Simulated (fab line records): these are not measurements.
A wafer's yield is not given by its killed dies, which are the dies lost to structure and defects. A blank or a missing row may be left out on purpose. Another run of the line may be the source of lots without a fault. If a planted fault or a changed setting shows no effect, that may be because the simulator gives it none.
The tool behind it: which one? | flow gf180mcu | 36 wafers from 12 lots sampled at 5 of the route's 602 steps

WHAT THE GAUGES READ, wafer by wafer
GF_V2_RS_MEAS_24: uses a four-point probe to measure.
lot  | measured     | on            | V2_W_RS (ohm/sq)
L236 | day 20 07:01 | film metro-02 | 0.335 0.329 0.334
L238 | day 21 00:35 | film metro-02 | 0.323 0.334 0.321
L239 | day 21 15:03 | film metro-01 | 0.323 0.323 0.336
L240 | day 22 00:44 | film metro-02 | 0.320 0.335 0.333
L244 | day 23 09:02 | film metro-03 | 0.322 0.333 0.334
L250 | day 25 21:56 | film metro-03 | 0.332 0.334 0.325
L249 | day 25 22:58 | film metro-01 | 0.323 0.331 0.334
L251 | day 26 05:29 | film metro-02 | 0.322 0.323 0.331
L252 | day 26 11:37 | film metro-02 | 0.382 0.386 0.391
L254 | day 27 00:53 | film metro-02 | 0.324 0.323 0.324
L253 | day 27 01:59 | film metro-01 | 0.390 0.389 0.385
L255 | day 27 11:35 | film metro-01 | 0.387 0.395 0.379

GF_V2_THK_MEAS_25: measures by xrf.
lot  | measured     | on            | V2_W_THK (nm)
L236 | day 20 07:07 | film metro-02 | 336 345 339
L238 | day 21 00:43 | film metro-02 | 356 343 359
L239 | day 21 15:10 | film metro-01 | 353 351 340
L240 | day 22 00:51 | film metro-02 | 358 343 345
L244 | day 23 09:09 | film metro-03 | 355 341 339
L250 | day 25 22:02 | film metro-03 | 342 340 349
L249 | day 25 23:05 | film metro-01 | 355 347 345
L251 | day 26 05:35 | film metro-02 | 351 354 343
L252 | day 26 11:44 | film metro-02 | 299 295 289
L254 | day 27 01:01 | film metro-02 | 354 352 352
L253 | day 27 02:05 | film metro-01 | 290 292 295
L255 | day 27 11:41 | film metro-01 | 292 288 299

WHICH TOOL RAN EACH LOT (tool, then ch and the chambers of the sampled wafers, then the start)
lot  | GF_V1_CMP_04                  | GF_M2_SPUTTER_00             | GF_V2_CVD_23
L236 | cmp-02 ch 1,2,3, day 17 03:44 | pvd sputter-02, day 18 03:54 | cvd w-01 ch 0,1, day 20 06:53
L238 | cmp-01 ch 1,2, day 17 20:37   | pvd sputter-02, day 18 22:12 | cvd w-02 ch 0,1, day 21 00:29
L239 | cmp-02 ch 0,1, day 18 09:38   | pvd sputter-01, day 19 11:45 | cvd w-02 ch 0,1, day 21 14:55
L240 | cmp-02 ch 0,1,3, day 18 19:20 | pvd sputter-03, day 19 21:39 | cvd w-02 ch 0,1, day 22 00:37
L244 | cmp-02 ch 0,3, day 20 05:08   | pvd sputter-03, day 21 07:00 | cvd w-02 ch 0,1, day 23 08:55
L250 | cmp-02 ch 0,1, day 22 21:43   | pvd sputter-02, day 23 22:52 | cvd w-02 ch 0,1, day 25 21:48
L249 | cmp-01 ch 1,2,3, day 23 00:10 | pvd sputter-02, day 24 00:53 | cvd w-01 ch 0,1, day 25 22:51
L251 | cmp-02 ch 0,1,2, day 23 06:37 | pvd sputter-03, day 24 07:25 | cvd w-01 ch 0,1, day 26 05:21
L252 | cmp-01 ch 0,3, day 23 13:56   | pvd sputter-02, day 24 13:38 | cvd w-02 ch 0,1, day 26 11:29
L254 | cmp-02 ch 0,1,3, day 24 03:29 | pvd sputter-02, day 25 03:15 | cvd w-01 ch 0, day 27 00:40
L253 | cmp-02 ch 0,3, day 24 04:19   | pvd sputter-01, day 25 04:37 | cvd w-02 ch 0,1, day 27 01:51
L255 | cmp-01 ch 0,2,3, day 24 14:44 | pvd sputter-02, day 25 13:56 | cvd w-02 ch 0,1, day 27 11:28
- GF_V1_CMP_04: polishes SiO2.
- GF_M2_SPUTTER_00: material Ti, target thk 37.5 nm, time 150 s.
- GF_V2_CVD_23: deposits W, target thk 350 nm, time 104.94 s.

AS READ BY THE TOOLS THEMSELVES (means over the sampled wafers that have a number; for cases with no such wafer, the mark the record gives instead)
GF_V1_CMP_04.
lot  | tool   | motor current A (A) | time to endpoint s (s)
L236 | cmp-02 | 12.8                | 88
L238 | cmp-01 | 11.7                | 85
L239 | cmp-02 | 14.0                | 74
L240 | cmp-02 | 12.6                | 72
L244 | cmp-02 | 11.4                | 71
L250 | cmp-02 | 13.0                | 73
L249 | cmp-01 | 12.2                | 79
L251 | cmp-02 | 13.2                | 82
L252 | cmp-01 | 12.3                | 81
L254 | cmp-02 | 12.7                | 83
L253 | cmp-02 | 11.8                | 77
L255 | cmp-01 | 11.6                | 84

GF_M2_SPUTTER_00.
lot  | tool           | substrate temp c (C) | throttle valve pct (%)
L236 | pvd sputter-02 | 199.92               | 31.0
L238 | pvd sputter-02 | 199.96               | 30.6
L239 | pvd sputter-01 | 200.03               | 29.8
L240 | pvd sputter-03 | 199.94               | 30.7
L244 | pvd sputter-03 | 199.92               | 31.4
L250 | pvd sputter-02 | 199.89               | 30.7
L249 | pvd sputter-02 | 200.12               | 30.8
L251 | pvd sputter-03 | 200.02               | 30.2
L252 | pvd sputter-02 | 200.02               | 30.8
L254 | pvd sputter-02 | 199.90               | 30.7
L253 | pvd sputter-01 | 200.08               | 29.4
L255 | pvd sputter-02 | 200.09               | 30.6

GF_V2_CVD_23.
lot  | tool     | heater power w (W) | susceptor temp C (C)
L236 | cvd w-01 | 838                | 400.06
L238 | cvd w-02 | 913                | 399.86
L239 | cvd w-02 | 924                | 400.07
L240 | cvd w-02 | 852                | 399.88
L244 | cvd w-02 | 858                | 400.08
L250 | cvd w-02 | 861                | 399.83
L249 | cvd w-01 | 840                | 399.93
L251 | cvd w-01 | 912                | 400.27
L252 | cvd w-02 | 919                | 400.02
L254 | cvd w-01 | 969                | 400.16
L253 | cvd w-02 | 851                | 400.20
L255 | cvd w-02 | 857                | 399.98

THE ANSWER, worked out from the rows above alone
Rule: usual is defined by the lots themselves. Put in order of their means at a reading, lots are off if they are a third of the lots or fewer, leave a main group of 4 or more, and stand apart from it by a gap of 3 or more times the standard deviation of the main group's means; of several such gaps the widest counts. A main group whose means are all the same, to the digits that the tables above print for the reading, isn't used. Also off: a lot with no number at a reading for which 4 or more lots have one. The other lots that the step has rows for count as sound. First the gauges in route order, then the tools' own readings, where a lot's mean is used as printed above. At the first step where some lot is off, the reading lying furthest off is the one used; lots without a number count as furthest.
Off: L252, L253, L255, at GF_V2_RS_MEAS_24 (V2_W_RS). Mean 0.328 ohm/sq and standard deviation 0.0027 in the main group.
If a tool, at a process step before that reading, ran all the lots that are off and no sound lot after the first of them, it fits. Gauges at GF_V2_RS_MEAS_24: tried the same way as those tools. One fits: GF_V2_CVD_23 on cvd w-02. Its last sound lot is L250 (day 25 21:48), its first lot that is off L252 (day 26 11:29): a fault that began between those two fits.

WHAT HAD BEEN PUT IN BY THE SIMULATOR
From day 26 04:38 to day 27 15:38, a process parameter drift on cvd w-02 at GF_V2_CVD_23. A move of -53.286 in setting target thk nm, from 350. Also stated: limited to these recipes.
Lots struck among those shown: L252, L253, L255. The rule above found the same.
